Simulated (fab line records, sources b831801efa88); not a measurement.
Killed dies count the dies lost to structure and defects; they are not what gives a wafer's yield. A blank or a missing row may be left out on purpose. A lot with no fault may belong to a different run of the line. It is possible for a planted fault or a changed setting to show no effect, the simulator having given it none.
The tool behind it: which one? ; flow sky130 ; 12 lots, 36 wafers sampled, at 2 steps of a route of 708

## WHAT THE GAUGES SHOWED, per wafer
SKY_VIA3_THK_MEAS_23: measures by xrf. Usual: VIA3_W_THK typically reads 390 nm, with standard deviation 8.4.
lot;measured;on;VIA3_W_THK (nm);flag
L194;day 39 14:38;film metro-02;383 386 383;
L199;day 41 12:01;film metro-01;373 383 382;
L198;day 41 13:30;film metro-02;379 383 382;
L201;day 42 04:25;film metro-01;386 378 391;
L203;day 42 06:23;film metro-04;385 397 389;
L208;day 43 20:41;film metro-04;403 391 400;
L209;day 44 04:00;film metro-02;402 389 402;
L210;day 44 12:07;film metro-02;387 389 402;
L212;day 45 03:16;film metro-04;388 388 394;
L211;day 45 08:26;film metro-04;388 387 394;
L216;day 45 21:19;film metro-04;394 386 399;
L217;day 46 00:44;film metro-02;382 390 382;

## EACH LOT AND THE TOOL THAT RAN IT (in order: tool; ch and the chambers of the sampled wafers; start)
lot;SKY_VIA3_SPUTTER_20
L194;pvd sputter-02, day 39 14:20
L199;pvd sputter-02, day 41 11:41
L198;pvd sputter-02, day 41 13:11
L201;pvd sputter-02, day 42 04:05
L203;pvd sputter-02, day 42 06:05
L208;pvd sputter-02, day 43 20:22
L209;pvd sputter-02, day 44 03:40
L210;pvd sputter-01, day 44 11:49
L212;pvd sputter-03, day 45 02:57
L211;pvd sputter-01, day 45 08:07
L216;pvd sputter-03, day 45 21:01
L217;pvd sputter-03, day 46 00:26
- SKY_VIA3_SPUTTER_20: material TiN, target thk 20 nm, time 80 s.

## WHAT THE TOOLS THEMSELVES READ (means of the sampled wafers that have a number; where no wafer has one, the mark that the record gives instead)
SKY_VIA3_SPUTTER_20. Usual: cathode dc power W 4000.1 W, standard deviation 0.73; throttle valve pct 29.6 %, standard deviation 0.68.
lot;tool;cathode dc power W (W);throttle valve pct (%);flag
L194;pvd sputter-02;4000.2;29.1;
L199;pvd sputter-02;4000.0;28.9;
L198;pvd sputter-02;4000.4;29.2;
L201;pvd sputter-02;4001.0;29.0;
L203;pvd sputter-02;4000.2;29.2;
L208;pvd sputter-02;4000.2;28.9;
L209;pvd sputter-02;3999.8;29.0;
L210;pvd sputter-01;4000.2;30.3;
L212;pvd sputter-03;4000.5;30.4;
L211;pvd sputter-01;3999.7;29.8;
L216;pvd sputter-03;4000.0;29.6;
L217;pvd sputter-03;4000.4;29.3;

## THE ANSWER, worked out from the rows above alone
Rule: lot off if the mean of its wafers having a number is beyond 3 standard deviations from the usual mean. Also off: a lot with no number at a reading for which 4 or more lots have one. Where the step has rows for the other lots, those lots are counted as sound. After the gauges, taken in route order, come the tools' own readings; for these a lot's mean is taken, as printed above. The first step at which some lot is off is used, and at that step the reading that is off furthest; a lot without a number counts as furthest.
Across all readings shown, no lot is off: no conclusion can be drawn from this.

## WHAT THE SIMULATOR HAD PUT IN
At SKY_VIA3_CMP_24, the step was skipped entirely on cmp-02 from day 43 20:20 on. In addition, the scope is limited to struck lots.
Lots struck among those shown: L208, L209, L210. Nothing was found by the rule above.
